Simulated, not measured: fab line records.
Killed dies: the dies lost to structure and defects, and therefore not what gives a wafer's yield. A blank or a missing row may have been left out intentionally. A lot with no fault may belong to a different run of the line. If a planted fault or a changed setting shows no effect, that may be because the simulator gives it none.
fab line records + flow sfq-line
[record]
- lots = 10
- wafers = 30
- last-day = 85
route steps=325 shown I1@75 I2@103 I3@136
lots untouched by any fault: they come from a run of this same line in which no faults occurred
start-h: hours from the record's opening day to when the first of the lot's shown wafers began + wait-h: how many hours have passed since the lot's step before this one + " repeats the value in the row above + L1.1+2: several wafers, shown together as one row + - no value, or no start was given + * or withheld: withheld + < > ~ a bound
route shown NAME@n: NAME is a module with steps in the file, n the number in the route of the first one + usual: mean/standard deviation taken from wafers without a fault + same: alike in all rows + chamber/n: place in a boat + sites: the reading at each site + _std_site: their standard deviation + _edge_site: inner sites' mean taken away from outer sites' mean + radius-mm: for every site, how far away it sits from the centre of the wafer + mask NAME#n: copy n + behind: the last tool/chamber to shape the wafer + hold: cause of the lot's hold/its duration in hours/its outcome + device: names the non-switching transistor (n, p or np) + end of line: at the end of the route, the tests of the same wafers + where a step has no rows: the recipe by itself + killed: the dies lost at the first sort to structure and to defects; this is not the yield of the wafer + map: a wafer's dies, x killed, . not, _ none there
set.NAME: setting as actually run; set.NAME@STEP: the setting as run at that earlier step + model.NAME: the simulator's own value behind a step, which no gauge read
a sample of lots followed through the steps of the route, with each step as a table and each wafer as a row
services: from which hour (start-h, from the record's first day; less than 0 if before it) a tool's chamber was out of use, for how many hours, and why
[[steps]]
[step SFQ_I1_BOW_MEAS_912]
[recipe]
- mode = bow
[usual]
- I1_BOW = 0/6.6
| lot.wafer | tool          | chamber | start-h | wait-h | I1_BOW[um] |
|-----------|---------------|---------|---------|--------|------------|
| L815.1    | film-metro-04 | -       | 502.37  | 1.5    | -8         |
| L815.2    | "             | -       | "       | "      | -11        |
| L815.3    | "             | -       | "       | "      | -2         |
| L816.2    | film-metro-01 | -       | 536.11  | 1.5    | -1         |
| L816.4    | "             | -       | "       | "      | 3          |
| L816.6    | "             | -       | "       | "      | 0          |
| L822.1    | film-metro-04 | -       | 615.46  | 2.0    | 8          |
| L822.4    | "             | -       | "       | "      | 9          |
| L822.6    | "             | -       | "       | "      | 6          |
| L828.2    | film-metro-04 | -       | 664.78  | 1.0    | 0          |
| L828.3    | "             | -       | "       | "      | -9         |
| L828.5    | "             | -       | "       | "      | -3         |
| L829.3    | film-metro-01 | -       | 682.80  | 2.5    | 2          |
| L829.4    | "             | -       | "       | "      | 4          |
| L829.6    | "             | -       | "       | "      | 0          |
| L831.2    | film-metro-03 | -       | 694.38  | 2.5    | -4         |
| L831.3    | "             | -       | "       | "      | 0          |
| L831.5    | "             | -       | "       | "      | 1          |
| L833.1    | film-metro-04 | -       | 700.76  | 1.0    | 1          |
| L833.2    | "             | -       | "       | "      | -10        |
| L833.3    | "             | -       | "       | "      | 7          |
| L834.3    | film-metro-01 | -       | 746.68  | 1.0    | 3          |
| L834.4    | "             | -       | "       | "      | -1         |
| L834.6    | "             | -       | "       | "      | 5          |
| L835.1    | film-metro-01 | -       | 780.12  | 2.5    | 12         |
| L835.2    | "             | -       | "       | "      | 2          |
| L835.5    | "             | -       | "       | "      | 0          |
| L836.1    | film-metro-01 | -       | 786.12  | 1.0    | 10         |
| L836.2    | "             | -       | "       | "      | 5          |
| L836.3    | "             | -       | "       | "      | -10        |
[step SFQ_TRILAYER_I1_VIA_STRIP_STRIP_053]
[recipe]
- gas = O2
- power-w = 200
- platen-temp-c = 40
- overash-fraction = 0.65
- chemistry = O2
- pressure-mtorr = 50
[usual]
- drypump-motor-current-A = 5.7/0.4
- oes-product-au = 0.994/0.013
| lot.wafer | tool         | chamber | start-h | wait-h | drypump-motor-current-A | oes-product-au | rf-hours-counter-h |
|-----------|--------------|---------|---------|--------|-------------------------|----------------|--------------------|
| L815.1    | rie-metal-03 | 0       | 644.22  | -      | 6.2                     | 1.001          | 54                 |
| L815.2    | "            | 1       | "       | "      | 6.6                     | 1.006          | 153                |
| L815.3    | "            | 1       | "       | "      | 6.6                     | 0.996          | -                  |
| L816.2    | rie-metal-01 | 1       | 645.42  | -      | 5.3                     | 0.994          | 50                 |
| L816.4    | "            | 0       | "       | "      | 5.6                     | 1.001          | -                  |
| L816.6    | "            | 1       | "       | "      | 5.3                     | 0.985          | -                  |
| L822.1    | rie-metal-01 | 1       | 652.62  | -      | 5.3                     | 0.989          | 51                 |
| L822.4    | "            | 0       | "       | "      | 5.6                     | 1.008          | -                  |
| L822.6    | "            | 1       | "       | "      | 5.3                     | 0.991          | -                  |
| L828.2    | rie-metal-03 | 1       | 817.02  | -      | 6.6                     | 0.998          | 19                 |
| L828.3    | "            | 0       | "       | "      | 6.2                     | 1.006          | -                  |
| L828.5    | "            | 1       | "       | "      | 6.6                     | 1.012          | -                  |
| L829.3    | rie-metal-01 | 1       | 831.62  | -      | 5.3                     | 0.986          | -                  |
| L829.4    | "            | 0       | "       | "      | 5.6                     | 1.010          | -                  |
| L829.6    | "            | 0       | "       | "      | 5.6                     | 1.003          | -                  |
| L831.2    | rie-metal-01 | 1       | 843.82  | -      | 5.3                     | 0.977          | 80                 |
| L831.3    | "            | 0       | "       | "      | 5.6                     | 1.004          | -                  |
| L831.5    | "            | 0       | "       | "      | 5.6                     | 0.990          | -                  |
| L833.1    | rie-metal-03 | 1       | 849.82  | -      | 6.6                     | 1.003          | 25                 |
| L833.2    | "            | 0       | "       | "      | 6.2                     | 1.008          | 86                 |
| L833.3    | "            | 1       | "       | "      | 6.6                     | 1.009          | -                  |
| L834.3    | rie-metal-03 | 1       | 883.74  | -      | 6.6                     | 1.015          | -                  |
| L834.4    | "            | 0       | "       | "      | 6.2                     | 1.015          | -                  |
| L834.6    | "            | 0       | "       | "      | 6.2                     | 1.026          | -                  |
| L835.1    | rie-metal-01 | 0       | 912.55  | -      | 5.6                     | 1.016          | 72                 |
| L835.2    | "            | 1       | "       | "      | 5.3                     | 0.982          | 89                 |
| L835.5    | "            | 0       | "       | "      | 5.6                     | 1.002          | -                  |
| L836.1    | rie-metal-01 | 1       | 917.35  | -      | 5.3                     | 0.977          | 90                 |
| L836.2    | "            | 0       | "       | "      | 5.5                     | 0.998          | 73                 |
| L836.3    | "            | 1       | "       | "      | 5.3                     | 0.989          | -                  |
[step SFQ_TRILAYER_I2_DEP_PECVD_063]
[recipe]
- material = SiO2
- temp-c = 150
- time-s = 111.11
- pressure-torr = 2.4
- rf-w = 183.3
- precursor = SiH4/N2O
- target-thk-nm = 500
[usual]
- heater-power-w = 85/15
- throttle-valve-pct = 24.5/1.3
| lot.wafer | tool     | chamber | start-h | wait-h | heater-power-w | throttle-valve-pct |
|-----------|----------|---------|---------|--------|----------------|--------------------|
| L815.1    | pecvd-04 | 1       | 787.88  | 0.0    | 70             | 27.1               |
| L815.2    | "        | 2       | "       | "      | 97             | 24.1               |
| L815.3    | "        | 0       | "       | "      | 87             | 25.6               |
| L816.2    | pecvd-03 | 1       | 793.83  | 0.0    | 50             | 22.3               |
| L816.4    | "        | 1       | "       | "      | 54             | 22.2               |
| L816.6    | "        | 0       | "       | "      | 114            | 23.4               |
| L822.1    | pecvd-04 | 0       | 806.03  | 0.0    | 87             | 25.4               |
| L822.4    | "        | 1       | "       | "      | 66             | 26.7               |
| L822.6    | "        | 0       | "       | "      | 93             | 25.9               |
| L828.2    | pecvd-02 | 0       | 955.78  | 0.0    | 70             | 24.9               |
| L828.3    | "        | 2       | "       | "      | 97             | 24.1               |
| L828.5    | "        | 2       | "       | "      | 103            | 23.9               |
| L829.3    | pecvd-04 | 0       | 968.98  | 0.0    | 87             | 25.7               |
| L829.4    | "        | 0       | "       | "      | 87             | 25.8               |
| L829.6    | "        | 2       | "       | "      | 82             | 23.9               |
| L831.2    | pecvd-03 | 0       | 982.18  | 0.0    | 109            | 23.9               |
| L831.3    | "        | 2       | "       | "      | 80             | 23.5               |
| L831.5    | "        | 2       | "       | "      | 78             | 23.2               |
| L833.1    | pecvd-04 | 2       | 990.58  | 0.0    | 89             | 23.9               |
| L833.2    | "        | 0       | "       | "      | 99             | 26.0               |
| L833.3    | "        | 1       | "       | "      | 65             | 26.9               |
| L834.3    | pecvd-02 | 0       | 1020.70 | 0.0    | 73             | 24.9               |
| L834.4    | "        | 2       | "       | "      | 108            | 24.2               |
| L834.6    | "        | 1       | "       | "      | 84             | 24.0               |
| L835.1    | pecvd-03 | 2       | 1050.51 | 0.0    | 80             | 23.7               |
| L835.2    | "        | 0       | "       | "      | 101            | 24.1               |
| L835.5    | "        | 0       | "       | "      | 104            | 23.8               |
| L836.1    | pecvd-04 | 2       | 1060.11 | 0.0    | 97             | 24.3               |
| L836.2    | "        | 0       | "       | "      | 85             | 26.0               |
| L836.3    | "        | 1       | "       | "      | 79             | 26.9               |
[step SFQ_TRILAYER_I3_METRO_MEASURE_083]
[usual]
- thk-nm = 200.2/1.3
| lot.wafer | tool          | chamber | start-h | wait-h | thk-nm |
|-----------|---------------|---------|---------|--------|--------|
| L815.1    | film-metro-03 | -       | 953.09  | 0.1    | 200.2  |
| L815.2    | "             | -       | "       | "      | 201.8  |
| L815.3    | "             | -       | "       | "      | 199.7  |
| L816.2    | film-metro-01 | -       | 958.70  | 0.3    | 201.8  |
| L816.4    | "             | -       | "       | "      | 199.4  |
| L816.6    | "             | -       | "       | "      | 199.4  |
| L822.1    | film-metro-03 | -       | 976.50  | 0.1    | 204.9  |
| L822.4    | "             | -       | "       | "      | 202.7  |
| L822.6    | "             | -       | "       | "      | 203.1  |
| L822.1    | film-metro-03 | -       | 977.86  | 1.2    | 204.9  |
| L822.4    | "             | -       | "       | "      | 202.7  |
| L822.6    | "             | -       | "       | "      | 203.1  |
| L828.2    | film-metro-03 | -       | 1031.08 | 0.3    | 205.1  |
| L828.3    | "             | -       | "       | "      | 204.5  |
| L828.5    | "             | -       | "       | "      | 203.8  |
| L828.2    | film-metro-03 | -       | 1032.45 | 1.2    | 205.1  |
| L828.3    | "             | -       | "       | "      | 204.5  |
| L828.5    | "             | -       | "       | "      | 203.8  |
| L829.3    | film-metro-01 | -       | 1034.28 | 0.5    | 200.1  |
| L829.4    | "             | -       | "       | "      | 201.2  |
| L829.6    | "             | -       | "       | "      | 200.9  |
| L831.2    | film-metro-04 | -       | 1037.08 | 0.3    | 200.3  |
| L831.3    | "             | -       | "       | "      | 201.1  |
| L831.5    | "             | -       | "       | "      | 201.5  |
| L833.1    | film-metro-04 | -       | 1040.56 | 0.1    | 203.1  |
| L833.2    | "             | -       | "       | "      | 199.9  |
| L833.3    | "             | -       | "       | "      | 200.6  |
| L834.3    | film-metro-01 | -       | 1176.94 | 0.5    | 198.9  |
| L834.4    | "             | -       | "       | "      | 198.2  |
| L834.6    | "             | -       | "       | "      | 200.0  |
| L835.1    | film-metro-01 | -       | 1197.54 | 0.1    | 197.1  |
| L835.2    | "             | -       | "       | "      | 199.1  |
| L835.5    | "             | -       | "       | "      | 199.2  |
| L836.1    | film-metro-01 | -       | 1200.54 | 0.1    | 199.7  |
| L836.2    | "             | -       | "       | "      | 201.0  |
| L836.3    | "             | -       | "       | "      | 199.9  |
[[services]]
| tool          | chamber | start-h | hours | kind   |
|---------------|---------|---------|-------|--------|
| film-metro-03 | -       | 660.42  | 0.6   | pm     |
| film-metro-03 | -       | 712.12  | 0.5   | pm     |
| pecvd-04      | 1       | 721.65  | 5.7   | repair |
| film-metro-01 | -       | 724.71  | 1.4   | pm     |
| film-metro-01 | -       | 739.23  | 2.1   | pm     |
| rie-metal-01  | -       | 740.46  | 2.8   | pm     |
| film-metro-01 | -       | 741.29  | 0.6   | pm     |
| film-metro-03 | -       | 789.59  | 0.2   | pm     |
| pecvd-04      | -       | 792.66  | 2.8   | pm     |
| film-metro-03 | -       | 820.30  | 0.7   | pm     |
| film-metro-01 | -       | 830.89  | 1.4   | pm     |
| rie-metal-01  | 1       | 838.18  | 1.9   | repair |
| film-metro-03 | -       | 905.42  | 0.3   | pm     |
| pecvd-04      | -       | 911.86  | 1.0   | repair |
| pecvd-04      | 0       | 938.13  | 6.2   | repair |
| pecvd-04      | -       | 943.27  | 15.4  | repair |
| pecvd-04      | 1       | 951.50  | 13.8  | repair |
| rie-metal-01  | -       | 953.63  | 1.0   | repair |
| film-metro-03 | -       | 957.12  | 0.1   | pm     |
| film-metro-01 | -       | 969.36  | 1.8   | pm     |
| rie-metal-01  | 1       | 976.91  | 1.0   | repair |
| film-metro-01 | -       | 986.70  | 0.2   | pm     |
| film-metro-03 | -       | 1035.76 | 1.6   | pm     |
| film-metro-01 | -       | 1076.23 | 0.3   | pm     |
[[key]]
[first-sign]
- step = SFQ_TRILAYER_I3_METRO_MEASURE_083
- reading = visit
- direction = added
[effect]
- step = SFQ_TRILAYER_I3_METRO_MEASURE_083
- reading = thk-nm
- direction = up
- sigmas = 3
- usual = 200.2
- struck = 204.0
met-at SFQ_TRILAYER_I3_METRO_MEASURE_083
struck-lots L822,L828
not-acting-at SFQ_I1_BOW_MEAS_912,SFQ_TRILAYER_I1_VIA_STRIP_STRIP_053,SFQ_TRILAYER_I2_DEP_PECVD_063
onset-between 953.09 976.50
[fault]
- kind = metrology-matching-offset
- tool = film-metro-03
- chamber = -
- onset-h = 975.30
- steps = SFQ_TRILAYER_I3_METRO_MEASURE_083
- param = thk-nm
- offset = 3.058
